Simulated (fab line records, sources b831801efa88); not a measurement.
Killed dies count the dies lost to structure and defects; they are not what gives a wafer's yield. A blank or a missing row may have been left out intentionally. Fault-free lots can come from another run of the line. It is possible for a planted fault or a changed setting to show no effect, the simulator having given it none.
Which tool did it? / flow sfq-line / 14 lots, 40 wafers sampled, at 4 steps of a route of 325

WHAT THE GAUGES SHOWED, per wafer
SFQ_M8_THK_MEAS_950: measures by xrf.
lot=L623; measured=day 85 18:25; on=film-metro-02; M8_AU_THK (nm)=176.2 176.6 176.2
lot=L624; measured=day 86 19:37; on=film-metro-03; M8_AU_THK (nm)=177.7 179.4 177.5
lot=L625; measured=day 86 23:13; on=film-metro-03; M8_AU_THK (nm)=179.7 178.8 178.1
lot=L627; measured=day 87 05:17; on=film-metro-02; M8_AU_THK (nm)=176.9 178.9 176.3
lot=L628; measured=day 87 07:41; on=film-metro-02; M8_AU_THK (nm)=180.9 180.0 179.2
lot=L629; measured=day 87 09:01; on=film-metro-01; M8_AU_THK (nm)=179.0 179.4 177.6
lot=L631; measured=day 90 03:08; on=film-metro-01; M8_AU_THK (nm)=181.0 179.9 179.4
lot=L633; measured=day 95 14:41; on=film-metro-03; M8_AU_THK (nm)=178.2 176.2
lot=L634; measured=day 95 18:18; on=film-metro-01; M8_AU_THK (nm)=181.4 182.2
lot=L637; measured=day 96 12:16; on=film-metro-03; M8_AU_THK (nm)=173.4 171.3 171.4
lot=L641; measured=day 101 00:19; on=film-metro-02; M8_AU_THK (nm)=179.1 180.3 180.1
lot=L643; measured=day 101 01:48; on=film-metro-02; M8_AU_THK (nm)=177.3 176.8 176.1
lot=L644; measured=day 101 02:32; on=film-metro-02; M8_AU_THK (nm)=177.5 175.6 177.2
lot=L645; measured=day 101 03:22; on=film-metro-03; M8_AU_THK (nm)=176.2 176.9 176.1

SFQ_M8_BOW_MEAS_951.
lot=L623; measured=day 85 18:38; on=film-metro-01; M8_BOW (um)=-7 6 0
lot=L624; measured=day 86 19:50; on=film-metro-02; M8_BOW (um)=4 -3 0
lot=L625; measured=day 86 23:28; on=film-metro-02; M8_BOW (um)=18 6 2
lot=L627; measured=day 87 05:32; on=film-metro-03; M8_BOW (um)=14 17 7
lot=L628; measured=day 87 07:55; on=film-metro-03; M8_BOW (um)=22 26 20
lot=L629; measured=day 87 09:14; on=film-metro-02; M8_BOW (um)=27 17 25
lot=L631; measured=day 90 03:23; on=film-metro-02; M8_BOW (um)=6 0 1
lot=L633; measured=day 95 15:09; on=film-metro-01; M8_BOW (um)=16 3
lot=L634; measured=day 95 18:44; on=film-metro-02; M8_BOW (um)=23 30
lot=L637; measured=day 96 12:31; on=film-metro-01; M8_BOW (um)=16 10 18
lot=L641; measured=day 101 00:34; on=film-metro-03; M8_BOW (um)=19 17 -2
lot=L643; measured=day 101 02:03; on=film-metro-03; M8_BOW (um)=-2 -4 -3
lot=L644; measured=day 101 02:57; on=film-metro-01; M8_BOW (um)=2 4 3
lot=L645; measured=day 101 03:36; on=film-metro-01; M8_BOW (um)=9 10 3

WHAT TOOL EACH LOT RAN ON (gives the tool, then ch and the chambers of the sampled wafers, and finally the start)
lot=L623; SFQ_TRILAYER_M3_BARC_OPEN_METAL_ETCH_100=rie-metal-03 ch 0, day 44 09:37; SFQ_TRILAYER_I7_CMP_CMP_184=cmp-02 ch 0,2,3, day 80 15:55
lot=L624; SFQ_TRILAYER_M3_BARC_OPEN_METAL_ETCH_100=rie-metal-03 ch 0, day 45 12:45; SFQ_TRILAYER_I7_CMP_CMP_184=cmp-01 ch 0,1,2, day 81 23:08
lot=L625; SFQ_TRILAYER_M3_BARC_OPEN_METAL_ETCH_100=rie-metal-02 ch 0,1, day 45 18:26; SFQ_TRILAYER_I7_CMP_CMP_184=cmp-02 ch 1,2,3, day 81 23:14
lot=L627; SFQ_TRILAYER_M3_BARC_OPEN_METAL_ETCH_100=rie-metal-02 ch 0,1, day 46 07:38; SFQ_TRILAYER_I7_CMP_CMP_184=cmp-02 ch 0,1,3, day 82 07:02
lot=L628; SFQ_TRILAYER_M3_BARC_OPEN_METAL_ETCH_100=rie-metal-02 ch 0,1, day 46 21:05; SFQ_TRILAYER_I7_CMP_CMP_184=cmp-02 ch 0,1,2, day 82 10:02
lot=L629; SFQ_TRILAYER_M3_BARC_OPEN_METAL_ETCH_100=rie-metal-03 ch 0,1, day 48 07:01; SFQ_TRILAYER_I7_CMP_CMP_184=cmp-02 ch 0,1, day 85 11:21
lot=L631; SFQ_TRILAYER_M3_BARC_OPEN_METAL_ETCH_100=rie-metal-02 ch 0,1, day 48 22:50; SFQ_TRILAYER_I7_CMP_CMP_184=cmp-02 ch 0,1,3, day 89 15:13
lot=L633; SFQ_TRILAYER_M3_BARC_OPEN_METAL_ETCH_100=rie-metal-03 ch 1, day 50 07:12; SFQ_TRILAYER_I7_CMP_CMP_184=cmp-01 ch 0,2, day 91 13:26
lot=L634; SFQ_TRILAYER_M3_BARC_OPEN_METAL_ETCH_100=rie-metal-03 ch 0,1, day 50 10:48; SFQ_TRILAYER_I7_CMP_CMP_184=cmp-02 ch 1,2, day 91 17:50
lot=L637; SFQ_TRILAYER_M3_BARC_OPEN_METAL_ETCH_100=rie-metal-02 ch 0,1, day 51 03:50; SFQ_TRILAYER_I7_CMP_CMP_184=cmp-01 ch 2,3, day 92 10:02
lot=L641; SFQ_TRILAYER_M3_BARC_OPEN_METAL_ETCH_100=rie-metal-04 ch 0,1, day 52 08:24; SFQ_TRILAYER_I7_CMP_CMP_184=cmp-01 ch 0,1,3, day 93 05:35
lot=L643; SFQ_TRILAYER_M3_BARC_OPEN_METAL_ETCH_100=rie-metal-02 ch 0,1, day 52 13:13; SFQ_TRILAYER_I7_CMP_CMP_184=cmp-01 ch 0,3, day 93 09:32
lot=L644; SFQ_TRILAYER_M3_BARC_OPEN_METAL_ETCH_100=rie-metal-04 ch 0,1, day 53 00:50; SFQ_TRILAYER_I7_CMP_CMP_184=cmp-01 ch 0,2,3, day 94 01:29
lot=L645; SFQ_TRILAYER_M3_BARC_OPEN_METAL_ETCH_100=rie-metal-02 ch 0,1, day 53 20:31; SFQ_TRILAYER_I7_CMP_CMP_184=cmp-02 ch 0,3, day 94 06:28
- SFQ_TRILAYER_M3_BARC_OPEN_METAL_ETCH_100: etches BARC in O2, target depth 125 nm, time 41.7 s.
- SFQ_TRILAYER_I7_CMP_CMP_184: polishes SiO2.

WHAT THE TOOLS THEMSELVES READ (means of the sampled wafers that have a number; where no wafer has one, the mark that the record gives instead)
SFQ_TRILAYER_M3_BARC_OPEN_METAL_ETCH_100.
lot=L623; tool=rie-metal-03; bias-w (W)=79.87; drypump-motor-current-A (A)=6.0; oes-product-au (a.u.)=0.690; run-length-s (s)=69.8
lot=L624; tool=rie-metal-03; bias-w (W)=80.02; drypump-motor-current-A (A)=6.0; oes-product-au (a.u.)=0.684; run-length-s (s)=69.7
lot=L625; tool=rie-metal-02; bias-w (W)=80.23; drypump-motor-current-A (A)=6.1; oes-product-au (a.u.)=0.684; run-length-s (s)=70.2
lot=L627; tool=rie-metal-02; bias-w (W)=80.04; drypump-motor-current-A (A)=6.0; oes-product-au (a.u.)=0.690; run-length-s (s)=70.3
lot=L628; tool=rie-metal-02; bias-w (W)=79.79; drypump-motor-current-A (A)=6.1; oes-product-au (a.u.)=0.692; run-length-s (s)=70.3
lot=L629; tool=rie-metal-03; bias-w (W)=80.22; drypump-motor-current-A (A)=5.5; oes-product-au (a.u.)=0.684; run-length-s (s)=69.3
lot=L631; tool=rie-metal-02; bias-w (W)=79.86; drypump-motor-current-A (A)=5.8; oes-product-au (a.u.)=0.684; run-length-s (s)=69.8
lot=L633; tool=rie-metal-03; bias-w (W)=-; drypump-motor-current-A (A)=5.2; oes-product-au (a.u.)=0.711; run-length-s (s)=68.0
lot=L634; tool=rie-metal-03; bias-w (W)=-; drypump-motor-current-A (A)=5.7; oes-product-au (a.u.)=0.710; run-length-s (s)=68.0
lot=L637; tool=rie-metal-02; bias-w (W)=79.94; drypump-motor-current-A (A)=5.8; oes-product-au (a.u.)=0.685; run-length-s (s)=69.9
lot=L641; tool=rie-metal-04; bias-w (W)=80.13; drypump-motor-current-A (A)=6.3; oes-product-au (a.u.)=0.683; run-length-s (s)=69.8
lot=L643; tool=rie-metal-02; bias-w (W)=80.03; drypump-motor-current-A (A)=5.9; oes-product-au (a.u.)=0.688; run-length-s (s)=69.8
lot=L644; tool=rie-metal-04; bias-w (W)=79.95; drypump-motor-current-A (A)=6.3; oes-product-au (a.u.)=0.683; run-length-s (s)=69.8
lot=L645; tool=rie-metal-02; bias-w (W)=80.03; drypump-motor-current-A (A)=5.8; oes-product-au (a.u.)=0.686; run-length-s (s)=70.0

SFQ_TRILAYER_I7_CMP_CMP_184.
lot=L623; tool=cmp-02; head-pressure-psi (psi)=3.005; motor-current-A (A)=10.5; time-to-endpoint-s (s)=217
lot=L624; tool=cmp-01; head-pressure-psi (psi)=3.001; motor-current-A (A)=10.1; time-to-endpoint-s (s)=216
lot=L625; tool=cmp-02; head-pressure-psi (psi)=3.003; motor-current-A (A)=10.6; time-to-endpoint-s (s)=209
lot=L627; tool=cmp-02; head-pressure-psi (psi)=3.004; motor-current-A (A)=10.8; time-to-endpoint-s (s)=207
lot=L628; tool=cmp-02; head-pressure-psi (psi)=3.003; motor-current-A (A)=10.2; time-to-endpoint-s (s)=223
lot=L629; tool=cmp-02; head-pressure-psi (psi)=2.997; motor-current-A (A)=10.4; time-to-endpoint-s (s)=220
lot=L631; tool=cmp-02; head-pressure-psi (psi)=2.996; motor-current-A (A)=11.2; time-to-endpoint-s (s)=202
lot=L633; tool=cmp-01; head-pressure-psi (psi)=2.995; motor-current-A (A)=10.1; time-to-endpoint-s (s)=210
lot=L634; tool=cmp-02; head-pressure-psi (psi)=2.997; motor-current-A (A)=10.2; time-to-endpoint-s (s)=218
lot=L637; tool=cmp-01; head-pressure-psi (psi)=2.999; motor-current-A (A)=9.8; time-to-endpoint-s (s)=199
lot=L641; tool=cmp-01; head-pressure-psi (psi)=2.999; motor-current-A (A)=10.7; time-to-endpoint-s (s)=206
lot=L643; tool=cmp-01; head-pressure-psi (psi)=2.997; motor-current-A (A)=10.1; time-to-endpoint-s (s)=202
lot=L644; tool=cmp-01; head-pressure-psi (psi)=2.995; motor-current-A (A)=9.6; time-to-endpoint-s (s)=206
lot=L645; tool=cmp-02; head-pressure-psi (psi)=3.006; motor-current-A (A)=11.0; time-to-endpoint-s (s)=217

THE ANSWER, worked out from the rows above alone
Rule: usual is defined by the lots themselves. The widest of any qualifying gaps counts: lots, ordered by their means at a reading, are off when they make up no more than a third of the lots, leave a main group of 4 or more, and stand apart from it by 3 or more times the standard deviation of that group's means. Not used: any main group whose means are identical at the precision the tables above print for the reading. A lot without any number at a reading at which 4 lots or more have one is off too. Any other lot the step has rows for is counted as sound. After the gauges, taken in route order, come the tools' own readings; for these a lot's mean is taken, as printed above. At the first step where some lot is off, the reading lying furthest off is the one used; lots without a number count as furthest.
Off: L633, L634, at SFQ_TRILAYER_M3_BARC_OPEN_METAL_ETCH_100 (bias-w). Without a number there: L633, L634. The main group has a mean of 80.01 W with a standard deviation of 0.13.
If a tool, at that step or one of the process steps before it, ran each lot that is off and ran no sound lot following the first of them, it fits. One candidate fits, namely rie-metal-03 at SFQ_TRILAYER_M3_BARC_OPEN_METAL_ETCH_100. Its last sound lot is L629 (day 48 07:01), its first lot that is off L633 (day 50 07:12): a fault that began between those two fits.
The tool's own readings at SFQ_TRILAYER_M3_BARC_OPEN_METAL_ETCH_100 bear it out: on the lots that are off they differ by more than 5 times the standard deviation of the sound lots' means. oes-product-au reads 0.710 a.u. there against 0.686 a.u. on the sound lots; run-length-s reads 68.0 s there against 69.9 s on the sound lots.
Blank at SFQ_TRILAYER_M3_BARC_OPEN_METAL_ETCH_100 on the lots that are off, where sound lots have numbers: bias-w.

WHAT THE SIMULATOR HAD INSERTED
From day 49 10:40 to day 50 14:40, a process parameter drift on rie-metal-03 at SFQ_TRILAYER_M3_BARC_OPEN_METAL_ETCH_100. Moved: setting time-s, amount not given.
Struck lots among those shown: L633, L634. The rule above found the same.
